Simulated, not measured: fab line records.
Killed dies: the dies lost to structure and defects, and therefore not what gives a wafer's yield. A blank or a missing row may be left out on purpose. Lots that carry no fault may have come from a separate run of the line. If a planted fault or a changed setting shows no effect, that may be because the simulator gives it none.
fab line records    flow sfq_line    part 1 of 2: steps 1 to 22 of 31
record: lots: 5  wafers: 15  last_day: 88
route steps=325 shown I5@233 C5@240 M6@251
lots that met no fault: taken from a fault-free run of the same line
start_h: hours from the record's first day to the start of the lot's first wafer shown    wait_h: time in hours since the lot's previous step    " same as the row above    L1.1+2: a single row standing in for several wafers    - no value, or no start given    * or withheld: withheld    < > ~ a bound
route shown NAME@n: names a module that has steps shown in the file, with the first one's number in the route    usual: mean/standard deviation of fault-free wafers    same: alike in all rows    chamber/n: place in a boat    sites: readings site by site    _std_site: how widely they spread, as a standard deviation    _edge_site: outer sites' mean less inner sites'    radius_mm: how far each site lies from the wafer's centre    mask NAME#n: copy n    behind: the last tool/chamber to shape the wafer    hold: why the lot went on hold/how many hours it stayed there/how the hold came to an end    device: which transistor (n, p or np) failed to switch    end of line: the route-end tests of the same wafers    step lacking rows: just its recipe    killed: not the wafer's yield, but the dies lost to structure and defects at the first sort    map: the dies of a wafer, with x for killed, . for not killed, _ for no die there
set.NAME: the setting that was run; set.NAME@STEP: the one run at that earlier step    model.NAME: the simulator's own value behind a step, which no gauge read
lots at some steps of the route; a table a step, a row a wafer
services: when a tool's chamber went out of use (start_h, in hours from the record's first day, below 0 if earlier), for how many hours, and the reason
== steps ==
step: SFQ_TRILAYER_I5_LITHO_PEB_147
recipe: peb_temp_c: 115  peb_time_s: 60  resist: KrF
usual: chill_plate_temp_C: 22.99/0.089  plate_temp_C: 114.96/0.13
lot.wafer  tool            chamber  start_h  wait_h  chill_plate_temp_C  plate_temp_C
L074.2     litho_track-04  0        1548.96  0.8     22.89               114.73
L074.3     "               0        "        "       22.94               115.08
L074.6     "               0        "        "       22.90               114.93
L090.1     litho_track-01  0        1715.87  1.0     22.88               114.85
L090.3     "               0        "        "       23.08               114.69
L090.4     "               0        "        "       22.90               114.94
L095.1     litho_track-01  0        1809.96  1.0     23.01               114.92
L095.4     "               0        "        "       23.03               114.69
L095.5     "               0        "        "       23.08               115.10
L096.3     litho_track-01  0        1811.21  0.7     23.07               115.00
L096.5     "               0        "        "       23.07               114.81
L096.6     "               0        "        "       22.84               114.83
L097.3     litho_track-02  0        1902.42  0.7     22.84               114.78
L097.4     "               0        "        "       23.00               114.84
L097.6     "               0        "        "       22.81               114.91
step: SFQ_TRILAYER_I5_LITHO_DEVELOP_146
recipe: time_s: 60  resist: KrF
usual: chill_plate_temp_C: 23.02/0.084
lot.wafer  tool            chamber  start_h  wait_h  chill_plate_temp_C
L074.2     litho_track-04  0        1549.11  0.1     23.00
L074.3     "               0        "        "       23.08
L074.6     "               0        "        "       23.13
L090.1     litho_track-01  0        1716.02  0.1     23.01
L090.3     "               0        "        "       23.03
L090.4     "               0        "        "       22.99
L095.1     litho_track-01  0        1810.11  0.1     22.87
L095.4     "               0        "        "       22.88
L095.5     "               0        "        "       22.94
L096.3     litho_track-01  0        1811.36  0.1     23.12
L096.5     "               0        "        "       23.02
L096.6     "               0        "        "       23.07
L097.3     litho_track-02  0        1902.57  0.1     23.13
L097.4     "               0        "        "       22.95
L097.6     "               0        "        "       23.06
step: SFQ_I5_OVL_MEAS_936
usual: I5_OVL: 1/4
lot.wafer  tool        chamber  start_h  wait_h  I5_OVL[nm]
L074.2     overlay-02  -        1549.24  0.1     9
L074.3     "           -        "        "       11
L074.6     "           -        "        "       2
L090.1     overlay-01  -        1716.17  0.1     5
L090.3     "           -        "        "       6
L090.4     "           -        "        "       7
L095.1     overlay-02  -        1810.26  0.1     3
L095.4     "           -        "        "       1
L095.5     "           -        "        "       -5
L096.3     overlay-01  -        1811.47  0.1     4
L096.5     "           -        "        "       -1
L096.6     "           -        "        "       -3
L097.3     overlay-02  -        1902.68  0.1     0
L097.4     "           -        "        "       1
L097.6     "           -        "        "       6
step: SFQ_TRILAYER_I5_BARC_OPEN_VIA_ETCH_200
recipe: mask_material: PR  chemistry: O2  target_depth_nm: 125  target: BARC  source_w: 500  bias_w: 80  pressure_mtorr: 30  time_s: 41.7
usual: drypump_motor_current_A: 5.8/0.62  oes_product_au: 0.686/0.0047
lot.wafer  tool         chamber  start_h  wait_h  drypump_motor_current_A  oes_product_au  rf_hours_counter_h
L074.2     rie_diel-03  3        1549.27  0.0     5.9                      0.689           10
L074.3     "            2        "        "       5.3                      0.688           14
L074.6     "            2        "        "       5.3                      0.679           -
L090.1     rie_diel-01  2        1716.20  0.0     6.7                      0.684           13
L090.3     "            3        "        "       6.7                      0.687           17
L090.4     "            1        "        "       4.8                      0.680           10
L095.1     rie_diel-03  3        1810.30  0.0     5.9                      0.691           15
L095.4     "            1        "        "       6.6                      0.689           12
L095.5     "            2        "        "       5.3                      0.686           -
L096.3     rie_diel-02  0        1811.50  0.0     5.8                      0.691           10
L096.5     "            2        "        "       5.4                      0.692           -
L096.6     "            3        "        "       5.7                      0.685           -
L097.3     rie_diel-01  2        1902.71  0.0     6.7                      0.691           15
L097.4     "            0        "        "       5.3                      0.686           5
L097.6     "            3        "        "       6.7                      0.687           -
step: SFQ_TRILAYER_I5_ETCH_VIA_ETCH_147
recipe: stop_on: Nb  mask_material: PR  chemistry: CHF3  target_depth_nm: 360  source_w: 500  bias_w: 80  pressure_mtorr: 30  time_s: withheld
usual: drypump_motor_current_A: 5.8/0.62  oes_product_au: 0.989/0.0069
lot.wafer  tool         chamber  start_h  wait_h  drypump_motor_current_A  oes_product_au
L074.2     rie_diel-03  3        1549.31  0.0     5.9                      0.983
L074.3     "            2        "        "       5.3                      0.988
L074.6     "            2        "        "       5.3                      0.995
L090.1     rie_diel-01  2        1716.24  0.0     6.8                      0.997
L090.3     "            3        "        "       6.8                      0.995
L090.4     "            1        "        "       4.8                      0.984
L095.1     rie_diel-03  3        1810.33  0.0     5.9                      0.980
L095.4     "            1        "        "       6.5                      0.985
L095.5     "            2        "        "       5.3                      0.993
L096.3     rie_diel-02  0        1811.53  0.0     5.9                      0.979
L096.5     "            2        "        "       5.3                      0.992
L096.6     "            3        "        "       5.7                      0.989
L097.3     rie_diel-01  2        1902.75  0.0     6.8                      0.999
L097.4     "            0        "        "       5.3                      0.989
L097.6     "            3        "        "       6.8                      0.991
step: SFQ_TRILAYER_I5_STRIP_STRIP_148
recipe: gas: O2  power_w: 200  platen_temp_c: 40  overash_fraction: 0.65  chemistry: O2  pressure_mtorr: 50
usual: drypump_motor_current_A: 5.7/0.34  he_backside_leak_sccm: 3.61/0.23  oes_product_au: 1.000/0.0071
lot.wafer  tool          chamber  start_h  wait_h  drypump_motor_current_A  he_backside_leak_sccm  oes_product_au  rf_hours_counter_h
L074.2     rie_metal-01  1        1549.46  -       5.6                      3.58                   1.005           100
L074.3     "             1        "        "       5.6                      3.49                   0.991           -
L074.6     "             1        "        "       5.6                      3.37                   0.985           -
L090.1     rie_metal-01  1        1716.39  -       5.6                      3.73                   1.004           118
L090.3     "             1        "        "       5.6                      3.68                   1.010           -
L090.4     "             0        "        "       5.6                      3.48                   0.997           -
L095.1     rie_metal-01  0        1810.48  -       5.6                      3.55                   1.000           41
L095.4     "             0        "        "       5.6                      3.71                   0.999           -
L095.5     "             0        "        "       5.6                      3.71                   0.998           -
L096.3     rie_metal-02  1        1811.88  -       5.4                      3.51                   1.015           -
L096.5     "             1        "        "       5.4                      3.46                   1.016           -
L096.6     "             0        "        "       5.7                      3.25                   1.005           -
L097.3     rie_metal-02  0        1903.10  -       5.7                      3.55                   0.991           -
L097.4     "             1        "        "       5.4                      3.54                   1.004           -
L097.6     "             1        "        "       5.4                      3.49                   1.006           -
step: SFQ_TRILAYER_I5_STRIP_SOLV_CLEAN_149
recipe: chemistry: NMP  temp_c: 70  time_s: 600
lot.wafer   tool          chamber  start_h  wait_h
L074.2+3+6  wet_bench-03  3,0,1    1550.06  0.4
L090.1+3+4  wet_bench-02  3,6,0    1716.99  0.4
L095.1+4+5  wet_bench-02  7,1,2    1811.68  1.0
L096.3+5+6  wet_bench-01  1,0,4    1812.28  0.2
L097.3+4+6  wet_bench-01  5,3,6    1903.50  0.2
step: SFQ_TRILAYER_C5_LITHO_COAT_156
recipe: resist: BARC  spin_rpm: 3000  resist_thk_nm: 62
usual: chill_plate_temp_C: 22.98/0.11  spin_speed_rpm: 3000.3/2.2
lot.wafer  tool            chamber  start_h  wait_h  chill_plate_temp_C  spin_speed_rpm
L074.2     litho_track-04  0        1550.37  0.1     22.86               3000.5
L074.3     "               0        "        "       22.94               2996.6
L074.6     "               0        "        "       22.95               3001.7
L090.1     litho_track-01  0        1717.17  0.0     22.85               3004.3
L090.3     "               0        "        "       23.02               2998.0
L090.4     "               0        "        "       23.01               3000.8
L095.1     litho_track-01  0        1811.86  0.0     22.95               3000.5
L095.4     "               0        "        "       22.83               3002.8
L095.5     "               0        "        "       22.92               2999.5
L096.3     litho_track-03  0        1812.56  0.1     23.00               2999.8
L096.5     "               0        "        "       22.98               3001.3
L096.6     "               0        "        "       22.96               2999.4
L097.3     litho_track-04  0        1903.77  0.1     23.03               3003.3
L097.4     "               0        "        "       22.99               3004.3
L097.6     "               0        "        "       23.06               3001.0
step: SFQ_TRILAYER_C5_LITHO_COAT_151
recipe: resist: KrF  spin_rpm: 3000  resist_thk_nm: 650
usual: chill_plate_temp_C: 23.01/0.11  spin_speed_rpm: 2999.6/1.9
lot.wafer  tool            chamber  start_h  wait_h  chill_plate_temp_C  spin_speed_rpm
L074.2     litho_track-04  0        1550.67  0.2     23.06               2999.9
L074.3     "               0        "        "       23.01               2997.4
L074.6     "               0        "        "       23.05               2999.7
L090.1     litho_track-01  0        1717.47  0.2     22.97               2997.2
L090.3     "               0        "        "       23.04               2998.3
L090.4     "               0        "        "       22.89               3002.6
L095.1     litho_track-01  0        1812.16  0.2     22.90               2998.8
L095.4     "               0        "        "       22.89               2997.2
L095.5     "               0        "        "       22.89               2998.9
L096.3     litho_track-03  0        1812.86  0.2     22.97               2999.1
L096.5     "               0        "        "       22.99               2996.3
L096.6     "               0        "        "       22.97               2998.9
L097.3     litho_track-04  0        1904.07  0.2     22.93               3001.7
L097.4     "               0        "        "       22.74               2997.7
L097.6     "               0        "        "       22.94               2997.5
step: SFQ_TRILAYER_C5_LITHO_SOFTBAKE_155
recipe: temp_c: withheld  time_s: withheld  resist: KrF
usual: chill_plate_temp_C: *
lot.wafer  tool            chamber  start_h  wait_h  chill_plate_temp_C
L074.2     litho_track-04  0        1550.94  0.2     *
L074.3     "               0        "        "       *
L074.6     "               0        "        "       *
L090.1     litho_track-01  0        1717.77  0.2     *
L090.3     "               0        "        "       *
L090.4     "               0        "        "       *
L095.1     litho_track-01  0        1812.46  0.2     *
L095.4     "               0        "        "       *
L095.5     "               0        "        "       *
L096.3     litho_track-03  0        1813.11  0.2     *
L096.5     "               0        "        "       *
L096.6     "               0        "        "       *
L097.3     litho_track-04  0        1904.32  0.2     *
L097.4     "               0        "        "       *
L097.6     "               0        "        "       *
step: SFQ_TRILAYER_C5_LITHO_EXPOSE_152
recipe: mask_id: C5  na: 0.6  source_shape: conventional  sigma_outer: 0.65  target_cd_nm: 500  dose_mj: 21.3
usual: exposure_dose_mJ_cm2: 21.298/0.021
lot.wafer  tool            chamber  start_h  wait_h  mask  exposure_dose_mJ_cm2
L074.2     krf_scanner-02  0        1671.54  -       C5#0  21.316
L074.3     "               0        "        "       C5#0  21.308
L074.6     "               0        "        "       C5#0  21.304
L090.1     krf_scanner-02  0        1717.92  -       C5#0  21.290
L090.3     "               0        "        "       C5#0  21.267
L090.4     "               0        "        "       C5#0  21.323
L095.1     krf_scanner-01  0        1913.57  -       C5#0  21.313
L095.4     "               0        "        "       C5#0  21.338
L095.5     "               0        "        "       C5#0  21.314
L096.3     krf_scanner-01  0        1915.17  -       C5#0  21.288
L096.5     "               0        "        "       C5#0  21.300
L096.6     "               0        "        "       C5#0  21.318
L097.3     krf_scanner-01  0        1938.07  -       C5#0  21.282
L097.4     "               0        "        "       C5#0  21.305
L097.6     "               0        "        "       C5#0  21.311
step: SFQ_TRILAYER_C5_LITHO_PEB_154
recipe: peb_temp_c: 115  peb_time_s: 60  resist: KrF
usual: chill_plate_temp_C: 23.01/0.1  plate_temp_C: 114.97/0.11
lot.wafer  tool            chamber  start_h  wait_h  chill_plate_temp_C  plate_temp_C
L074.2     litho_track-01  0        1672.57  0.8     22.95               114.94
L074.3     "               0        "        "       22.90               115.18
L074.6     "               0        "        "       22.91               114.99
L090.1     litho_track-03  0        1719.12  1.0     23.09               114.99
L090.3     "               0        "        "       22.94               115.01
L090.4     "               0        "        "       22.77               114.88
L095.1     litho_track-04  0        1914.77  1.0     22.92               114.98
L095.4     "               0        "        "       22.94               114.99
L095.5     "               0        "        "       22.89               115.02
L096.3     litho_track-03  0        1916.02  0.7     23.11               114.82
L096.5     "               0        "        "       23.01               114.79
L096.6     "               0        "        "       23.15               115.00
L097.3     litho_track-01  0        1938.92  0.7     23.02               115.07
L097.4     "               0        "        "       22.92               115.14
L097.6     "               0        "        "       22.99               115.04
step: SFQ_TRILAYER_C5_LITHO_DEVELOP_153
recipe: time_s: 60  resist: KrF
usual: chill_plate_temp_C: 23.00/0.1
lot.wafer  tool            chamber  start_h  wait_h  chill_plate_temp_C
L074.2     litho_track-01  0        1672.72  0.1     22.91
L074.3     "               0        "        "       22.98
L074.6     "               0        "        "       23.06
L090.1     litho_track-03  0        1719.27  0.1     22.90
L090.3     "               0        "        "       23.06
L090.4     "               0        "        "       23.00
L095.1     litho_track-04  0        1914.92  0.1     23.10
L095.4     "               0        "        "       23.12
L095.5     "               0        "        "       23.06
L096.3     litho_track-03  0        1916.17  0.1     22.96
L096.5     "               0        "        "       22.86
L096.6     "               0        "        "       22.92
L097.3     litho_track-01  0        1939.07  0.1     22.94
L097.4     "               0        "        "       23.07
L097.6     "               0        "        "       22.99
step: SFQ_C5_OVL_MEAS_937
usual: C5_OVL: 0/5
lot.wafer  tool        chamber  start_h  wait_h  C5_OVL[nm]
L074.2     overlay-01  -        1672.85  0.1     -3
L074.3     "           -        "        "       1
L074.6     "           -        "        "       -3
L090.1     overlay-02  -        1719.42  0.1     8
L090.3     "           -        "        "       4
L090.4     "           -        "        "       0
L095.1     overlay-01  -        1915.07  0.1     -6
L095.4     "           -        "        "       -10
L095.5     "           -        "        "       -2
L096.3     overlay-01  -        1916.28  0.1     -5
L096.5     "           -        "        "       -11
L096.6     "           -        "        "       -8
L097.3     overlay-01  -        1939.18  0.1     -6
L097.4     "           -        "        "       -5
L097.6     "           -        "        "       -3
step: SFQ_TRILAYER_C5_BARC_OPEN_VIA_ETCH_210
recipe: mask_material: PR  chemistry: O2  target_depth_nm: 125  target: BARC  source_w: 500  bias_w: 80  pressure_mtorr: 30  time_s: 41.7
usual: drypump_motor_current_A: 5.7/0.64  oes_product_au: 0.685/0.0048
lot.wafer  tool         chamber  start_h  wait_h  drypump_motor_current_A  oes_product_au  rf_hours_counter_h
L074.2     rie_diel-04  2        1672.88  0.0     5.5                      0.689           12
L074.3     "            1        "        "       5.3                      0.685           18
L074.6     "            2        "        "       5.5                      0.684           -
L090.1     rie_diel-04  2        1719.45  0.0     5.5                      0.682           13
L090.3     "            1        "        "       5.3                      0.683           18
L090.4     "            1        "        "       5.3                      0.682           -
L095.1     rie_diel-04  3        1915.10  0.0     6.6                      0.688           4
L095.4     "            3        "        "       6.6                      0.683           -
L095.5     "            0        "        "       5.3                      0.688           -
L096.3     rie_diel-02  3        1916.30  0.0     5.7                      0.684           13
L096.5     "            3        "        "       5.7                      0.681           -
L096.6     "            0        "        "       5.9                      0.691           -
L097.3     rie_diel-04  0        1939.20  0.0     5.4                      0.694           1
L097.4     "            1        "        "       5.3                      0.692           0
L097.6     "            1        "        "       5.3                      0.672           -
step: SFQ_TRILAYER_C5_ETCH_VIA_ETCH_154
recipe: target: SiO2  mask_material: PR  chemistry: CHF3  target_depth_nm: 84  source_w: 500  bias_w: 80  pressure_mtorr: 30  time_s: withheld  stop_on: Nb
usual: drypump_motor_current_A: 5.7/0.64  oes_product_au: 0.896/0.0098
lot.wafer  tool         chamber  start_h  wait_h  drypump_motor_current_A  oes_product_au
L074.2     rie_diel-04  2        1672.92  0.0     5.5                      0.876
L074.3     "            1        "        "       5.3                      0.887
L074.6     "            2        "        "       5.5                      0.880
L090.1     rie_diel-04  2        1719.49  0.0     5.5                      0.897
L090.3     "            1        "        "       5.3                      0.895
L090.4     "            1        "        "       5.3                      0.900
L095.1     rie_diel-04  3        1915.14  0.0     6.6                      0.895
L095.4     "            3        "        "       6.6                      0.903
L095.5     "            0        "        "       5.4                      0.904
L096.3     rie_diel-02  3        1916.34  0.0     5.7                      0.893
L096.5     "            3        "        "       5.7                      0.905
L096.6     "            0        "        "       5.9                      0.901
L097.3     rie_diel-04  0        1939.24  0.0     5.4                      0.885
L097.4     "            1        "        "       5.3                      0.893
L097.6     "            1        "        "       5.3                      0.891
step: SFQ_TRILAYER_C5_STRIP_STRIP_155
recipe: gas: O2  power_w: 200  platen_temp_c: 40  overash_fraction: 0.65  chemistry: O2  pressure_mtorr: 50
usual: drypump_motor_current_A: 5.9/0.31  he_backside_leak_sccm: 3.64/0.24  oes_product_au: 0.999/0.0085
lot.wafer  tool          chamber  start_h  wait_h  drypump_motor_current_A  he_backside_leak_sccm  oes_product_au  rf_hours_counter_h
L074.2     rie_metal-01  0        1672.97  -       5.6                      3.67                   0.999           23
L074.3     "             0        "        "       5.6                      3.55                   0.983           -
L074.6     "             0        "        "       5.6                      3.64                   0.987           -
L090.1     rie_metal-03  0        1719.54  -       6.4                      3.64                   0.993           25
L090.3     "             0        "        "       6.5                      3.71                   0.985           -
L090.4     "             1        "        "       6.0                      3.87                   1.007           -
L095.1     rie_metal-03  0        1915.19  -       6.5                      3.31                   0.990           55
L095.4     "             0        "        "       6.4                      3.68                   0.993           -
L095.5     "             0        "        "       6.4                      3.53                   0.993           -
L096.3     rie_metal-01  1        1916.59  -       5.6                      3.60                   0.999           -
L096.5     "             1        "        "       5.6                      3.91                   1.006           -
L096.6     "             0        "        "       5.6                      3.51                   0.997           -
L097.3     rie_metal-04  0        1939.49  -       5.8                      4.82                   1.003           -
L097.4     "             1        "        "       5.9                      3.02                   1.009           -
L097.6     "             1        "        "       5.9                      3.18                   1.019           -
step: SFQ_TRILAYER_C5_STRIP_SOLV_CLEAN_156
recipe: chemistry: NMP  temp_c: 70  time_s: 600
lot.wafer   tool          chamber  start_h  wait_h
L074.2+3+6  wet_bench-01  3,7,1    1673.57  0.4
L090.1+3+4  wet_bench-03  0,7,3    1720.14  0.4
L095.1+4+5  wet_bench-01  7,4,0    1916.39  1.0
L096.3+5+6  wet_bench-04  6,0,5    1916.99  0.2
L097.3+4+6  wet_bench-04  4,5,1    1939.89  0.2
step: SFQ_TRILAYER_M6_DEP_PRE_CLEAN_158
recipe: gas: Ar  time_s: 22.5  bias_v: 250
lot.wafer   tool            chamber  start_h  wait_h
L074.2+3+6  pvd_sputter-05  -        1673.74  0.0
L090.1+3+4  pvd_sputter-03  -        1720.35  0.0
L095.1+4+5  pvd_sputter-04  -        1916.57  0.0
L096.3+5+6  pvd_sputter-05  -        1917.17  0.0
L097.3+4+6  pvd_sputter-03  -        1940.07  0.0
step: SFQ_TRILAYER_M6_DEP_SPUTTER_157
recipe: material: Nb  base_pressure_pa: 1.33e-06  chamber_pressure_pa: 0.1333  substrate_temp_c: 20  target_thk_nm: 200  power_w: 2000  time_s: 133.3
usual: base_pressure_pa: 1.33e-06/8.7e-08  throttle_valve_pct: 29.5/0.91
lot.wafer  tool            chamber  start_h  wait_h  base_pressure_pa  throttle_valve_pct
L074.2     pvd_sputter-05  -        1673.77  0.0     1.29e-06          28.4
L074.3     "               -        "        "       1.28e-06          29.2
L074.6     "               -        "        "       1.19e-06          29.4
L090.1     pvd_sputter-03  -        1720.38  0.0     1.4e-06           29.3
L090.3     "               -        "        "       1.32e-06          29.8
L090.4     "               -        "        "       1.37e-06          28.8
L095.1     pvd_sputter-04  -        1916.60  0.0     1.32e-06          29.4
L095.4     "               -        "        "       1.3e-06           27.5
L095.5     "               -        "        "       1.45e-06          29.3
L096.3     pvd_sputter-05  -        1917.20  0.0     1.56e-06          29.9
L096.5     "               -        "        "       1.38e-06          30.4
L096.6     "               -        "        "       1.35e-06          29.3
L097.3     pvd_sputter-03  -        1940.10  0.0     1.41e-06          30.1
L097.4     "               -        "        "       1.44e-06          29.1
L097.6     "               -        "        "       1.23e-06          30.1
step: SFQ_M6_RS_MEAS_938
recipe: thk_meas_gauge: four-point-probe  reads: Nb_of_TRILAYER_M6_DEP_SPUTTER_157
usual: M6_NB_RS: 0.889/0.0094
lot.wafer  tool           chamber  start_h  wait_h  M6_NB_RS[ohm/sq]
L074.2     film_metro-04  -        1673.88  0.1     0.891
L074.3     "              -        "        "       0.896
L074.6     "              -        "        "       0.900
L090.1     film_metro-01  -        1720.47  0.0     0.896
L090.3     "              -        "        "       0.893
L090.4     "              -        "        "       0.882
L095.1     film_metro-01  -        1916.69  0.0     0.883
L095.4     "              -        "        "       0.887
L095.5     "              -        "        "       0.889
L096.3     film_metro-02  -        1917.33  0.1     0.900
L096.5     "              -        "        "       0.901
L096.6     "              -        "        "       0.899
L097.3     film_metro-02  -        1940.23  0.1     0.896
L097.4     "              -        "        "       0.886
L097.6     "              -        "        "       0.886
step: SFQ_TRILAYER_M6_LITHO_COAT_164
recipe: resist: BARC  spin_rpm: 3000  resist_thk_nm: 62
usual: chill_plate_temp_C: 22.99/0.1  spin_speed_rpm: 2999.5/2
lot.wafer  tool            chamber  start_h  wait_h  chill_plate_temp_C  spin_speed_rpm
L074.2     litho_track-02  0        1674.09  0.1     22.91               2995.8
L074.3     "               0        "        "       23.01               2998.5
L074.6     "               0        "        "       22.73               3002.0
L090.1     litho_track-03  0        1720.65  0.1     23.01               2999.7
L090.3     "               0        "        "       22.88               2997.6
L090.4     "               0        "        "       23.08               2999.4
L095.1     litho_track-01  0        1916.87  0.1     22.97               2999.4
L095.4     "               0        "        "       22.96               2998.0
L095.5     "               0        "        "       22.92               2999.2
L096.3     litho_track-02  0        1917.57  0.1     22.98               2998.1
L096.5     "               0        "        "       22.97               3002.5
L096.6     "               0        "        "       22.89               2997.7
L097.3     litho_track-02  0        1940.47  0.1     23.18               3001.6
L097.4     "               0        "        "       23.23               3001.7
L097.6     "               0        "        "       22.98               3000.6
